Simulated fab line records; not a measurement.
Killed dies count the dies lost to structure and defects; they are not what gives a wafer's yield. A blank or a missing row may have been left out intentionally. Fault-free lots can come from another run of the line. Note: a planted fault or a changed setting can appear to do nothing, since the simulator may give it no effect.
A lot that was struck, set against a sound lot    flow sky130    43 out of 708 route steps
Sound: the wafers L600.2, L600.3, L600.6. Struck: wafer L598.1 (left out: L598.3, L598.5 of the same lot, which were not struck); the cause appears at the end.
For every step that has rows: the tool of each side, followed by ch and its chambers, followed by its first start. Under that, the readings that differ: sound wafers    struck wafers    difference of the means    sigmas: that difference in standard deviations of wafers without a fault.
alike: same words and numbers on both sides, and readings whose means sit less than 2 such deviations apart. not compared: any withheld reading, any reading some wafer has no value for, any bound like >300 that may hide the same value, and any number with overlapping values for which the record gives no deviation.
The two part at a step that has a row with sigmas, a row that says differs or no value, or rows on one side only. Numbers that have no deviation but don't overlap get no sigmas and don't part them. A reading missing from all wafers of one side parts the sides only when that side holds two or more wafers.

SKY_LI_CONTACT_CMP_02: polishes PSG.
  sound on cmp-02 ch 0,2, day 32 01:33; struck on cmp-01 ch 1, day 31 11:37
  alike: motor-current-A, slurry-filter-dp-kPa, time-to-endpoint-s
SKY_LI_CONTACT_BOW_MEAS_03:
  sound: film-metro-01 at day 32 01:49; struck: film-metro-04 at day 31 11:52
reading              sound     struck  difference  sigmas
LI_CONTACT_BOW (um)  56 53 61  41      -16         -2
then, 8 steps without rows for these wafers: SKY_LI_CONTACT_DEHYDRATE_04 (time 60 s); SKY_LI_CONTACT_HMDS_05 (prime time 60 s); SKY_LI_CONTACT_COAT_06 (resist thk 60 nm); SKY_LI_CONTACT_COAT_07 (resist thk 450 nm); SKY_LI_CONTACT_SOFTBAKE_08 (time 90 s); SKY_LI_CONTACT_EXPOSE_09 (exposes mask LICM1, target cd 170 nm); SKY_LI_CONTACT_PEB_10; SKY_LI_CONTACT_DEVELOP_11 (develop time 60 s).
SKY_LI_CONTACT_CD_MEAS_12 targets a cd of 170 nm.
  sound: cd-sem-02 at day 33 05:37; struck: cd-sem-02 at day 32 14:19
  alike: cd-nm
SKY_LI_CONTACT_OVL_MEAS_13:
  sound: overlay-02 at day 33 05:43; struck: overlay-02 at day 32 14:26
  alike: LI_CONTACT_OVL
SKY_LI_CONTACT_ETCH_14: etches BARC in N2/H2, stops on SiO2, time 45.9 s, target depth 60 nm.
  sound on rie-diel-01 ch 0,1, day 33 05:44; struck on rie-diel-03 ch 2, day 32 14:28
  alike: drypump-motor-current-A, oes-product-au, throttle-valve-pct
  not compared: rf-hours-counter-h
SKY_LI_CONTACT_ETCH_15: etches PSG in C4F8/O2/Ar, stops on Si, target depth 600 nm.
  sound on rie-diel-01 ch 0,1, day 33 05:47; struck on rie-diel-03 ch 2, day 32 14:31
  alike: oes-product-au
then, 3 steps without rows for these wafers: SKY_LI_CONTACT_STRIP_16 (strips in O2/N2); SKY_LI_CONTACT_CLEAN_17 (cleans in NMP, time 600 s); SKY_LI_CONTACT_PRE_CLEAN_18 (time 5.6 s).
SKY_LI_CONTACT_SPUTTER_19: material Ti, target thk 20 nm, time 106.37 s.
  sound: pvd-sputter-01 at day 33 06:10; struck: pvd-sputter-04 at day 32 14:53
  alike: cathode-dc-power-W, throttle-valve-pct
then, 2 steps without rows for these wafers: SKY_LI_CONTACT_SPUTTER_20 (material TiN, target thk 20 nm, time 80 s); SKY_LI_CONTACT_CVD_21 (deposits W, target thk 400 nm, time 120.56 s).
SKY_LI_CONTACT_RS_MEAS_22: a four-point-probe measurement.
  sound: film-metro-04 at day 33 06:27; struck: film-metro-04 at day 32 15:10
  alike: LI_CONTACT_W_RS
SKY_LI_CONTACT_THK_MEAS_23: measures by xrf.
  sound: film-metro-04 at day 33 06:34; struck: film-metro-04 at day 32 15:17
  alike: LI_CONTACT_W_THK
then, 1 step without rows for these wafers: SKY_LI_CONTACT_CMP_24 (polishes, stops on PSG, t overpolish 20 s, target thk 0 nm).
SKY_LOCAL_INTERCONNECT_SPUTTER_00: material TiN, target thk 100 nm, time 83.3 s.
  sound: pvd-sputter-04 at day 33 06:55; struck: pvd-sputter-03 at day 32 15:38
  alike: cathode-dc-power-W, throttle-valve-pct
SKY_LOCAL_INTERCONNECT_RS_MEAS_01: a four-point-probe measurement.
  sound: film-metro-03 at day 33 06:59; struck: film-metro-03 at day 32 15:42
  alike: LOCAL_INTERCONNECT_TIN_RS
SKY_LOCAL_INTERCONNECT_THK_MEAS_02: measures by xrf.
  sound: film-metro-03 at day 33 07:06; struck: film-metro-03 at day 32 15:49
  alike: LOCAL_INTERCONNECT_TIN_THK
then, 8 steps without rows for these wafers: SKY_LOCAL_INTERCONNECT_DEHYDRATE_03 (time 60 s); SKY_LOCAL_INTERCONNECT_HMDS_04 (prime time 60 s); SKY_LOCAL_INTERCONNECT_COAT_05 (resist thk 60 nm); SKY_LOCAL_INTERCONNECT_COAT_06 (resist thk 450 nm); SKY_LOCAL_INTERCONNECT_SOFTBAKE_07 (time 90 s); SKY_LOCAL_INTERCONNECT_EXPOSE_08 (exposes mask LI1M, target cd 170 nm); SKY_LOCAL_INTERCONNECT_PEB_09; SKY_LOCAL_INTERCONNECT_DEVELOP_10 (develop time 60 s).
SKY_LOCAL_INTERCONNECT_CD_MEAS_11 targets a cd of 170 nm.
  sound: cd-sem-02 at day 34 08:50; struck: cd-sem-02 at day 33 18:37
  alike: cd-nm
SKY_LOCAL_INTERCONNECT_OVL_MEAS_12:
  sound: overlay-02 at day 34 08:56; struck: overlay-02 at day 33 18:44
  alike: LOCAL_INTERCONNECT_OVL
SKY_LOCAL_INTERCONNECT_ETCH_13: etches BARC in N2/H2, stops on SiO2, time 45.9 s, target depth 60 nm.
  sound on rie-metal-02 ch 0,1, day 34 08:58; struck on rie-metal-01 ch 0, day 33 18:46
  alike: drypump-motor-current-A, oes-product-au, throttle-valve-pct
  not compared: rf-hours-counter-h
then, 5 steps without rows for these wafers: SKY_LOCAL_INTERCONNECT_METAL_ETCH_14 (etches TiN in Cl2/BCl3, stops on PSG, target depth 110 nm, time 31.4 s); SKY_LOCAL_INTERCONNECT_STRIP_15 (strips in O2/N2); SKY_LOCAL_INTERCONNECT_STRIP_16 (strips in post etch residue remover, time 1200 s); SKY_LOCAL_INTERCONNECT_CLEAN_17 (cleans in IPA, time 180 s); SKY_LOCAL_INTERCONNECT_CLEAN_18 (cleans in O3/DIW).
-- here the record skips 15 days between the struck wafers' starts before and after, leaving off in module LOCAL_INTERCONNECT and picking up in module PAD_OPEN (first step shown: number 708 of the route) --
SKY_PAD_OPEN_PROBE_99:
  sound: prober-01 at day 48 19:30; struck: prober-01 at day 48 10:37
reading             sound     struck  difference  sigmas
killed-at-contacts  28 27 30  54      +26         +5
  alike: killed_at_M0_to_M3, killed_at_M4_up, killed-at-front-end, killed-at-other, killed-dies, killed-open, killed-short

WHERE THEY PART
Last at SKY_PAD_OPEN_PROBE_99 as far as this record goes, first at SKY_LI_CONTACT_BOW_MEAS_03.

WHY: whatever the simulator had introduced
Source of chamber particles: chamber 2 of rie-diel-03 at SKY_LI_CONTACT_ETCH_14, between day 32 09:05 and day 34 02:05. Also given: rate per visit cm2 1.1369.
